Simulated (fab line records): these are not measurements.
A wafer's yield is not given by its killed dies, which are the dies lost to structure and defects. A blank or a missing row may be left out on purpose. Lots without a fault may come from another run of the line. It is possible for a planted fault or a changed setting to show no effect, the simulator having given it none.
fab line records    flow gf180mcu
record: lots: 13  wafers: 39  lastDay: 34
route steps=602 shown MVPSD@89 POLY_GATE@174 HV_LDD@185 SAB@274
lots with no fault: from the same line, run without faults
startH: hours from the record's first day to the start of the lot's first wafer shown    waitH: how many hours have passed since the lot's step before this one    " repeats the value in the row above    L1.1+2: several wafers, shown together as one row    - no value, or no start given    * or withheld: withheld    < > ~ a bound
route shown NAME@n: names a module that has steps shown in the file, with the first one's number in the route    usual: mean/standard deviation taken from wafers without a fault    same: alike in all rows    chamber/n: place in a boat    sites: each site's reading    _std_site: the standard deviation of these    _edge_site: the outer-site mean with the inner-site mean subtracted    radiusMm: how far each site lies from the wafer's centre    mask NAME#n: copy n    behind: the tool/chamber that last shaped the wafer    hold: cause of the lot's hold/its duration in hours/its outcome    device: names the non-switching transistor (n, p or np)    end of line: the route-end tests of the same wafers    a step given without rows: its recipe and nothing more    killed: at the first sort, the dies lost to defects and structure; wafer yield is something else    map: dies across one wafer; x = killed, . = not, _ = none there
set.NAME: setting as actually run; set.NAME@STEP: the setting as run at that earlier step    model.NAME: the simulator's own value behind a step, which no gauge read
steps of the route over a sample of lots; a table a step, a row a wafer
services: the hour from which a tool's chamber was out of use, counted from the record's first day as startH (under 0 if before that day), plus the number of hours and why
== steps ==
step: GF_MVPSD_TW_MEAS_11
usual: MVPSD_TW: 552/5
lot.wafer  tool          chamber  startH  waitH  MVPSD_TW
L114.2     filmMetro-01  -        109.66  0.1    558
L114.3     "             -        "       "      557
L114.5     "             -        "       "      553
L115.2     filmMetro-04  -        113.25  0.1    555
L115.3     "             -        "       "      557
L115.5     "             -        "       "      556
L117.3     filmMetro-02  -        126.82  0.1    547
L117.5     "             -        "       "      545
L117.6     "             -        "       "      548
L118.4     filmMetro-01  -        132.68  0.1    554
L118.5     "             -        "       "      553
L118.6     "             -        "       "      553
L120.2     filmMetro-01  -        144.40  0.1    556
L120.3     "             -        "       "      554
L120.6     "             -        "       "      554
L121.4     filmMetro-04  -        149.58  0.1    554
L121.5     "             -        "       "      555
L121.6     "             -        "       "      556
L124.1     filmMetro-04  -        165.44  0.1    555
L124.2     "             -        "       "      556
L124.3     "             -        "       "      551
L125.3     filmMetro-01  -        176.07  0.1    557
L125.5     "             -        "       "      554
L125.6     "             -        "       "      557
L130.3     filmMetro-01  -        214.92  0.1    552
L130.5     "             -        "       "      552
L130.6     "             -        "       "      549
L131.2     filmMetro-02  -        217.60  0.1    546
L131.3     "             -        "       "      547
L131.6     "             -        "       "      544
L132.1     filmMetro-04  -        224.52  0.1    558
L132.3     "             -        "       "      555
L132.5     "             -        "       "      556
L134.1     filmMetro-04  -        234.79  0.1    555
L134.3     "             -        "       "      556
L134.5     "             -        "       "      559
L135.2     filmMetro-02  -        237.50  0.1    547
L135.3     "             -        "       "      544
L135.5     "             -        "       "      546
step: GF_POLY_GATE_THK_MEAS_17
recipe: reads: SiO2_of_POLY_GATE_OXIDATION_16
usual: POLY_GATE_OXIDATION_THK: 4.00/0.087
lot.wafer  tool          chamber  startH  waitH  POLY_GATE_OXIDATION_THK[nm]
L115.2     filmMetro-03  -        216.17  0.0    4.00
L115.3     "             -        "       "      4.04
L115.5     "             -        "       "      3.97
L114.2     filmMetro-03  -        217.42  0.0    3.93
L114.3     "             -        "       "      3.89
L114.5     "             -        "       "      3.78
L117.3     filmMetro-03  -        234.76  0.0    4.08
L117.5     "             -        "       "      4.11
L117.6     "             -        "       "      4.03
L118.4     filmMetro-01  -        241.51  0.0    4.00
L118.5     "             -        "       "      4.05
L118.6     "             -        "       "      3.99
L120.2     filmMetro-04  -        260.40  0.0    4.03
L120.3     "             -        "       "      3.97
L120.6     "             -        "       "      4.03
L121.4     filmMetro-04  -        267.45  0.0    4.01
L121.5     "             -        "       "      4.00
L121.6     "             -        "       "      4.00
L124.1     filmMetro-04  -        287.36  0.0    4.01
L124.2     "             -        "       "      3.89
L124.3     "             -        "       "      3.98
L125.3     filmMetro-04  -        297.09  0.0    3.84
L125.5     "             -        "       "      3.89
L125.6     "             -        "       "      3.96
L130.3     filmMetro-03  -        337.52  0.0    4.17
L130.5     "             -        "       "      4.14
L130.6     "             -        "       "      4.08
L131.2     filmMetro-04  -        343.85  0.0    4.05
L131.3     "             -        "       "      4.07
L131.6     "             -        "       "      4.14
L132.1     filmMetro-03  -        350.71  0.0    4.06
L132.3     "             -        "       "      3.93
L132.5     "             -        "       "      3.94
L134.1     filmMetro-04  -        363.51  0.0    4.04
L134.3     "             -        "       "      4.01
L134.5     "             -        "       "      4.02
L135.2     filmMetro-04  -        368.97  0.0    4.12
L135.3     "             -        "       "      4.15
L135.5     "             -        "       "      4.19
step: GF_HV_LDD_IMPLANT_09
recipe: species: As  energyKev: 40  doseCm2: 1e+14  tiltDeg: 7
usual: beamEnergyKeV: 40.002/0.013  tiltDeg: 7.003/0.018
lot.wafer  tool          chamber  startH  waitH  beamEnergyKeV  tiltDeg
L115.2     implanter-02  0        234.83  0.0    39.974         7.003
L115.3     "             0        "       "      39.993         7.021
L115.5     "             0        "       "      39.994         7.014
L114.2     implanter-02  0        235.74  0.0    39.994         7.011
L114.3     "             0        "       "      40.008         6.999
L114.5     "             0        "       "      40.019         6.997
L117.3     implanter-04  0        253.51  0.1    39.987         6.974
L117.5     "             0        "       "      39.981         6.979
L117.6     "             0        "       "      39.998         6.972
L118.4     implanter-02  0        260.59  0.1    40.018         6.985
L118.5     "             0        "       "      40.022         7.004
L118.6     "             0        "       "      40.007         6.991
L120.2     implanter-02  0        279.59  0.0    39.994         6.994
L120.3     "             0        "       "      39.983         7.025
L120.6     "             0        "       "      39.992         7.004
L121.4     implanter-02  0        287.09  0.1    46.672         7.034
L121.5     "             0        "       "      46.700         7.021
L121.6     "             0        "       "      46.676         7.020
L124.1     implanter-03  0        307.85  0.0    39.990         6.970
L124.2     "             0        "       "      39.992         6.978
L124.3     "             0        "       "      40.016         6.998
L125.3     implanter-02  0        318.25  0.1    46.682         6.986
L125.5     "             0        "       "      46.666         6.982
L125.6     "             0        "       "      46.672         6.978
L130.3     implanter-04  0        359.15  0.1    40.018         7.009
L130.5     "             0        "       "      40.008         6.993
L130.6     "             0        "       "      40.019         7.009
L131.2     implanter-03  0        365.29  0.0    40.003         7.004
L131.3     "             0        "       "      40.006         7.005
L131.6     "             0        "       "      40.002         7.007
L132.1     implanter-03  0        372.76  0.0    40.010         6.991
L132.3     "             0        "       "      40.019         6.977
L132.5     "             0        "       "      40.017         6.967
L134.1     implanter-02  0        385.56  0.0    39.983         7.021
L134.3     "             0        "       "      39.976         7.026
L134.5     "             0        "       "      39.986         7.012
L135.2     implanter-04  0        392.23  0.0    40.001         7.047
L135.3     "             0        "       "      40.000         7.014
L135.5     "             0        "       "      39.996         7.009
step: GF_HV_LDD_TW_MEAS_11
usual: HV_LDD_TW: 2409/22
lot.wafer  tool          chamber  startH  waitH  HV_LDD_TW
L115.2     filmMetro-02  -        235.07  0.1    2393
L115.3     "             -        "       "      2376
L115.5     "             -        "       "      2370
L114.2     filmMetro-04  -        235.97  0.1    2434
L114.3     "             -        "       "      2431
L114.5     "             -        "       "      2439
L117.3     filmMetro-04  -        253.73  0.1    2432
L117.5     "             -        "       "      2425
L117.6     "             -        "       "      2417
L118.4     filmMetro-02  -        260.79  0.1    2373
L118.5     "             -        "       "      2385
L118.6     "             -        "       "      2381
L120.2     filmMetro-02  -        279.82  0.1    2390
L120.3     "             -        "       "      2397
L120.6     "             -        "       "      2392
L121.4     filmMetro-02  -        287.29  0.1    2513
L121.5     "             -        "       "      2493
L121.6     "             -        "       "      2496
L124.1     filmMetro-01  -        308.10  0.1    2418
L124.2     "             -        "       "      2407
L124.3     "             -        "       "      2411
L125.3     filmMetro-02  -        318.47  0.1    2494
L125.5     "             -        "       "      2495
L125.6     "             -        "       "      2502
L130.3     filmMetro-04  -        359.37  0.1    2427
L130.5     "             -        "       "      2420
L130.6     "             -        "       "      2417
L131.2     filmMetro-04  -        365.52  0.1    2430
L131.3     "             -        "       "      2425
L131.6     "             -        "       "      2410
L132.1     filmMetro-04  -        373.01  0.1    2420
L132.3     "             -        "       "      2416
L132.5     "             -        "       "      2414
L134.1     filmMetro-02  -        385.81  0.1    2382
L134.3     "             -        "       "      2393
L134.5     "             -        "       "      2378
L135.2     filmMetro-02  -        392.46  0.1    2391
L135.3     "             -        "       "      2387
L135.5     "             -        "       "      2377
step: GF_HV_LDD_RS_MEAS_53
recipe: thkMeasGauge: four-point-probe
usual: HV_LDD_RS: 418.1/0.93
lot.wafer  tool          chamber  startH  waitH  HV_LDD_RS[ohm/sq]
L115.2     filmMetro-04  -        293.26  0.1    416.8
L115.3     "             -        "       "      418.0
L115.5     "             -        "       "      417.3
L114.2     filmMetro-01  -        295.31  0.1    418.7
L114.3     "             -        "       "      420.0
L114.5     "             -        "       "      420.2
L117.3     filmMetro-02  -        313.13  0.1    417.2
L117.5     "             -        "       "      418.9
L117.6     "             -        "       "      419.2
L118.4     filmMetro-02  -        321.63  0.1    417.9
L118.5     "             -        "       "      417.3
L118.6     "             -        "       "      417.4
L120.2     filmMetro-04  -        342.66  0.1    417.6
L120.3     "             -        "       "      417.9
L120.6     "             -        "       "      417.7
L121.4     filmMetro-04  -        350.03  0.1    413.8
L121.5     "             -        "       "      413.3
L121.6     "             -        "       "      414.0
L124.1     filmMetro-02  -        374.34  0.1    418.5
L124.2     "             -        "       "      417.6
L124.3     "             -        "       "      417.1
L125.3     filmMetro-04  -        385.73  0.1    413.8
L125.5     "             -        "       "      414.5
L125.6     "             -        "       "      414.7
L130.3     filmMetro-04  -        429.48  0.1    418.6
L130.5     "             -        "       "      418.8
L130.6     "             -        "       "      418.8
L131.2     filmMetro-04  -        436.17  0.1    418.5
L131.3     "             -        "       "      418.0
L131.6     "             -        "       "      417.4
L132.1     filmMetro-01  -        444.34  0.1    419.5
L132.3     "             -        "       "      419.7
L132.5     "             -        "       "      419.9
L134.1     filmMetro-04  -        458.43  0.1    416.9
L134.3     "             -        "       "      415.8
L134.5     "             -        "       "      418.4
L135.2     filmMetro-01  -        465.91  0.1    418.6
L135.3     "             -        "       "      418.6
L135.5     "             -        "       "      417.9
step: GF_SAB_OVL_MEAS_10
usual: SAB_OVL: 0.6/1.4
lot.wafer  tool        chamber  startH  waitH  SAB_OVL[nm]
L115.2     overlay-01  -        359.43  0.1    0.4
L115.3     "           -        "       "      2.0
L115.5     "           -        "       "      1.3
L114.2     overlay-01  -        362.52  0.1    -0.9
L114.3     "           -        "       "      -2.1
L114.5     "           -        "       "      0.1
L117.3     overlay-01  -        382.59  0.1    1.1
L117.5     "           -        "       "      0.7
L117.6     "           -        "       "      1.3
L118.4     overlay-01  -        393.44  0.1    1.3
L118.5     "           -        "       "      0.5
L118.6     "           -        "       "      -0.4
L120.2     overlay-01  -        415.27  0.1    -0.6
L120.3     "           -        "       "      -0.1
L120.6     "           -        "       "      -1.5
L121.4     overlay-02  -        422.89  0.1    1.1
L121.5     "           -        "       "      -0.2
L121.6     "           -        "       "      -0.2
L124.1     overlay-02  -        448.32  0.1    0.0
L124.2     "           -        "       "      -0.5
L124.3     "           -        "       "      0.0
L125.3     overlay-01  -        460.68  0.1    0.7
L125.5     "           -        "       "      1.2
L125.6     "           -        "       "      0.9
L130.3     overlay-02  -        505.03  0.1    2.0
L130.5     "           -        "       "      2.5
L130.6     "           -        "       "      2.4
L131.2     overlay-01  -        512.82  0.1    -0.1
L131.3     "           -        "       "      0.9
L131.6     "           -        "       "      0.8
L132.1     overlay-02  -        520.16  0.1    1.6
L132.3     "           -        "       "      2.9
L132.5     "           -        "       "      4.5
L134.1     overlay-02  -        531.72  0.1    -2.9
L134.3     "           -        "       "      -1.1
L134.5     "           -        "       "      0.0
L135.2     overlay-02  -        540.18  0.1    -1.1
L135.3     "           -        "       "      0.1
L135.5     "           -        "       "      0.7
== services ==
tool          chamber  startH  hours  kind
implanter-04  -        231.58  6.2    repair
implanter-04  -        231.78  3.1    repair
implanter-04  -        240.25  3.9    pm
implanter-03  -        271.86  6.1    pm
implanter-03  -        277.96  4.3    pm
implanter-04  -        324.32  30.0   pm
implanter-04  -        354.35  2.5    pm
== key ==
firstSign: step: GF_HV_LDD_IMPLANT_09  reading: beamEnergyKeV  direction: up  sigmas: 99+  usual: 40.002  struck: 46.678
effect: step: GF_HV_LDD_TW_MEAS_11  reading: HV_LDD_TW  direction: up  sigmas: 4.2  usual: 2409  struck: 2499
effect: step: GF_HV_LDD_RS_MEAS_53  reading: HV_LDD_RS  direction: down  sigmas: 4.4  usual: 418.1  struck: 414.0
metAt GF_HV_LDD_IMPLANT_09
struckLots L121,L125
testerLeftOut L121,L125
notActingAt GF_MVPSD_TW_MEAS_11,GF_POLY_GATE_THK_MEAS_17,GF_SAB_OVL_MEAS_10
onsetBetween 279.59 287.09
earlierFault: kind: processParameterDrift  tool: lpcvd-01  chamber: 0  onsetH: 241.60  steps: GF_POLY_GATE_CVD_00  channel: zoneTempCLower  offset: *  shape: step  endH: 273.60
fault: kind: processParameterDrift  tool: implanter-02  chamber: -  onsetH: 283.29  steps: GF_HV_LDD_IMPLANT_09  channel: energyKev  offset: 6.6856  shape: step  endH: 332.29  actsIn: theseRecipesOnly  stated: 40
testerLeftOut: of these lots the tester's yield and bins aren't shown, on N5 and GAA mostly nor the transistor test; their killed dies are dies lost to structure and defects alone, not to doping, threshold or leakage, so they don't give the yield
